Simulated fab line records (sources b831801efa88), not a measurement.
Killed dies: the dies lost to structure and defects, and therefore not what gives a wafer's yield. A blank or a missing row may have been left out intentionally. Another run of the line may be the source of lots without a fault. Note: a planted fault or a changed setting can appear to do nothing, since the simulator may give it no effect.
2 desks looking at one fault -- flow sky130 -- each desk has only its own numbers; what lay behind them comes last

## FROM THE METROLOGY DESK
Lot by lot, what the gauges showed, no matter which tool ran the lot: averages of those sampled wafers that carry a number. The brackets show how far a lot's mean lies from the usual mean; more than 4 standard deviations puts the lot out of limits, marked OUT.
Columns: A = cd-nm at SKY_POLY_GATE_CD_MEAS_22, usual 149.7 nm; B = LDD_HVP_TW at SKY_LDD_HVP_TW_MEAS_10, usual 451; C = LDD_LDN_OVL at SKY_LDD_LDN_OVL_MEAS_07, usual -0.1 nm
lot,first seen here,A,B,C
L344,day 17 07:07,152.3,450,0.9
L348,day 19 00:58,148.5,443,-1.7
L350,day 19 01:07,148.2,456,-0.9
L351,day 19 15:07,152.0,449,-1.6
L352,day 20 01:59,151.5,458,0.6
L355,day 20 22:01,151.1,445,-0.4
L356,day 21 03:49,149.3,458,-1.3
L357,day 21 22:14,148.1,264 (-34) OUT,0.1
L358,day 22 06:01,148.2,321 (-24) OUT,-1.3
L362,day 23 06:28,147.5,264 (-34) OUT,1.3
L364,day 23 17:56,152.7,443,-1.1
L366,day 24 07:11,149.5,459,1.3
L365,day 24 08:08,149.2,446,1.4
This desk finds L357, L358, L362 out of limits, with the earliest case on L357 at day 26 23:08 (LDD_HVP_TW at SKY_LDD_HVP_TW_MEAS_10). Within limits: L344, L348, L350, L351, L352, L355, L356, L364, L366, L365.

## DESK OF THE TOOL OWNER: litho-track-04
The tool's own readings at SKY_LDD_HVP_DEVELOP_06 (develop time 60 s): means of the sampled wafers that have a number, for each lot that ran on this tool. The brackets show how far a lot's mean lies from the usual mean; more than 4 standard deviations puts the lot out of limits, marked OUT.
Columns: A = exhaust-pa at SKY_LDD_HVP_DEVELOP_06, usual 44.9 Pa
lot,first seen here,A
L344,day 22 10:37,45.1
L350,day 24 05:40,44.9
L351,day 24 18:10,45.3
L357,day 26 22:44,45.3
L358,day 27 06:08,44.6
L362,day 28 05:20,44.5
This desk found nothing out of limits on any of the 6 lots.

## PUT TOGETHER
The metrology desk could have raised an alarm at day 26 23:08, on L357, L358, L362.
Nothing out of limits was seen by the tool owner's desk.
Tool owner's desk: L357, L358, L362 on record, inside its limits.
SKY_LDD_HVP_DEVELOP_06 was run on litho-track-04 by each of the lots named.

## WHAT THE SIMULATOR HAD PUT IN
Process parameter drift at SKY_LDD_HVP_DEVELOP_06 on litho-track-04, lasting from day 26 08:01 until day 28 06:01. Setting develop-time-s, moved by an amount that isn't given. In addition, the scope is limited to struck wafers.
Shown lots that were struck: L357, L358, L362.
Delay in hours, fault start to first out-of-limits reading, per desk: metrology desk 15.
